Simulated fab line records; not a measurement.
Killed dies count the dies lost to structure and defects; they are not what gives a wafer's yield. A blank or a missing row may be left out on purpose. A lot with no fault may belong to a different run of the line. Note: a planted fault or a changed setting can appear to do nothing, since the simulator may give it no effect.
Chamber matching    flow gf180mcu    rie_si-02 running GF_STI_ETCH_14: 4 sister chambers
The step etches Si in HBr/Cl2/O2, target depth 360 nm, time 102.9 s. 4 wafers are shown with their chamber, then 9 later ones without.

## EACH WAFER AND ITS CHAMBER
wafer   chamber  drypump_motor_current_A (A)
L464.5  2        6.1
L477.1  1        5.3
L477.2  0        4.9
L477.3  3        6.2

## WAFERS WITHOUT THEIR CHAMBER
wafer   drypump_motor_current_A (A)
L478.1  5.4
L478.3  6.0
L478.5  4.9
L481.2  6.1
L481.3  5.4
L481.5  6.2
L483.1  6.2
L483.3  5.4
L483.4  4.8

## EACH ONE'S CHAMBER
wafer   from the rows above      in truth
L478.1  1                        1
L478.3  can't be placed: 2 or 3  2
L478.5  0                        0
L481.2  can't be placed: 2 or 3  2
L481.3  1                        1
L481.5  can't be placed: 3 or 2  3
L483.1  can't be placed: 3 or 2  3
L483.3  1                        1
L483.4  0                        0
5 of 9 placed correctly. Can't be placed from these rows: 4 (the true chamber is among the candidates in 4). Placed wrongly: 0.
How it was worked out, from the rows above alone: a wafer's distance from a chamber is the root of the sum, over the readings, of the square of ((its reading less the chamber's mean) divided by the reading's scatter). If the next closest chamber is less than 2 further off than the closest, the wafer can't be placed; otherwise it belongs to the closest. A chamber's mean is the mean of its shown wafers. The scatter: with one shown wafer a chamber, the root of the mean of the squares of how far each hidden wafer lies from its nearest shown one.
